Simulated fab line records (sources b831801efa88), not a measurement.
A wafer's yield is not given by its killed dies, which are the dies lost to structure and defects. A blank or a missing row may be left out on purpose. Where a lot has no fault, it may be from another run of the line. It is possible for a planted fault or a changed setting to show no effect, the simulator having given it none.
Check of tool commonality    flow sky130    12 lots and 36 wafers in the sample

## REASON IT WAS OPENED
On 2 of the 12 lots, a flag is raised at SKY_VT_ADJUST_NCORE_CD_MEAS_07 on the reading cdNm. No-fault wafers: 381.5 nm, standard deviation 2.5.
Rule: a lot is flagged in two cases, either no wafer of it has a number, or all its wafers with numbers fall more than 4 standard deviations from that mean. The rest of the lots are taken to be sound.

lot   measured      on        cdNm (nm), wafer by wafer  flag
L191  day 8 14:43   cdSem-01  383.4 381.8 382.9          
L193  day 9 05:27   cdSem-01  382.5 380.5 380.4          
L198  day 10 23:05  cdSem-02  380.2 378.7 380.7          
L199  day 11 17:28  cdSem-02  385.0 385.2 383.4          
L201  day 11 22:47  cdSem-02  379.5 378.8 381.6          
L203  day 12 04:21  cdSem-02  400.3 399.5 402.4          FLAGGED
L204  day 13 01:29  cdSem-02  398.1 395.0 396.8          FLAGGED
L206  day 13 08:59  cdSem-02  379.9 381.6 383.1          
L207  day 13 16:31  cdSem-01  382.3 385.8 383.2          
L211  day 14 10:54  cdSem-02  382.7 381.2 384.9          
L213  day 15 02:36  cdSem-02  382.0 386.0 384.4          
L214  day 15 10:34  cdSem-02  379.6 379.2 376.5          
The numbers of the flagged lots are 398.7 nm on average: +17.2 nm against the usual, or +7 standard deviations.

## LOT BY LOT: THE TOOL USED
2 process steps preceding the reading are held in the record, out of 708 steps in the route. Read each cell as the tool, then ch plus the chambers that the sampled wafers visited, then the start.
lot   flag     SKY_NWELL_STRIP_25                   SKY_VT_ADJUST_NCORE_DEVELOP_06
L191           plasmaAsher-03 ch 0,1, day 5 10:06   lithoTrack-01 ch 0, day 8 14:34
L193           plasmaAsher-04 ch 0,1, day 5 20:39   lithoTrack-02 ch 0, day 9 05:18
L198           plasmaAsher-02 ch 0, day 7 08:47     lithoTrack-01 ch 0, day 10 22:56
L199           plasmaAsher-02 ch 0,1, day 7 22:22   lithoTrack-01 ch 0, day 11 17:20
L201           plasmaAsher-02 ch 1, day 8 03:37     lithoTrack-04 ch 0, day 11 22:38
L203  FLAGGED  plasmaAsher-04 ch 0,1, day 8 08:20   lithoTrack-01 ch 0, day 12 04:13
L204  FLAGGED  plasmaAsher-02 ch 0, day 9 03:54     lithoTrack-01 ch 0, day 13 01:20
L206           plasmaAsher-02 ch 0,1, day 9 10:01   lithoTrack-04 ch 0, day 13 08:50
L207           plasmaAsher-04 ch 0,1, day 9 16:04   lithoTrack-04 ch 0, day 13 16:22
L211           plasmaAsher-02 ch 0,1, day 10 10:20  lithoTrack-02 ch 0, day 14 10:45
L213           plasmaAsher-04 ch 0,1, day 10 22:08  lithoTrack-04 ch 0, day 15 02:17
L214           plasmaAsher-02 ch 0,1, day 11 04:52  lithoTrack-04 ch 0, day 15 10:25
These steps, and what they do:
- SKY_NWELL_STRIP_25: strips in O2/N2.
- SKY_VT_ADJUST_NCORE_DEVELOP_06: develop time 60 s.
- SKY_VT_ADJUST_NCORE_CD_MEAS_07: target cd 380 nm.

## FLAGGED AGAINST TOTAL, ONE TOOL AT A TIME (gauges that did the reading follow at the end)
step                            tool            lots run  flagged  share of the flagged lots  sound lots run after its first flagged lot
SKY_NWELL_STRIP_25              plasmaAsher-02  7         1        some                       3 (L206,L211,L214)
SKY_NWELL_STRIP_25              plasmaAsher-03  1         0        none                       -
SKY_NWELL_STRIP_25              plasmaAsher-04  4         1        some                       2 (L207,L213)
SKY_VT_ADJUST_NCORE_DEVELOP_06  lithoTrack-01   5         2        all                        0
SKY_VT_ADJUST_NCORE_DEVELOP_06  lithoTrack-02   2         0        none                       -
SKY_VT_ADJUST_NCORE_DEVELOP_06  lithoTrack-04   5         0        none                       -
SKY_VT_ADJUST_NCORE_CD_MEAS_07  cdSem-01        3         0        none                       -
SKY_VT_ADJUST_NCORE_CD_MEAS_07  cdSem-02        9         2        all                        4 (L206,L211,L213,L214)

## WHAT THE TABLE ALLOWS
lithoTrack-01 at SKY_VT_ADJUST_NCORE_DEVELOP_06 and cdSem-02 at SKY_VT_ADJUST_NCORE_CD_MEAS_07 are the 2 rows of the table that ran each flagged lot.
- lithoTrack-01 at SKY_VT_ADJUST_NCORE_DEVELOP_06 ran 5 lots, 2 of them flagged. It ran its last sound lot, L199, at day 11 17:20 and its first flagged lot, L203, at day 12 04:13: a fault with its onset between the two fits.
- cdSem-02 at SKY_VT_ADJUST_NCORE_CD_MEAS_07 ran 9 lots, 2 of them flagged. Sound lots ran on it after the first flagged one (L206, L211, L213, L214), which a lasting fault on the whole tool wouldn't allow.
Just one tool remains: lithoTrack-01 at SKY_VT_ADJUST_NCORE_DEVELOP_06.

## WHAT THE SIMULATOR HAD INSERTED
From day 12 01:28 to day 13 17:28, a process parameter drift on lithoTrack-01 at SKY_VT_ADJUST_NCORE_DEVELOP_06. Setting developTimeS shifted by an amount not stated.
Struck lots among those shown: L203, L204. This agrees with what the rule above found.
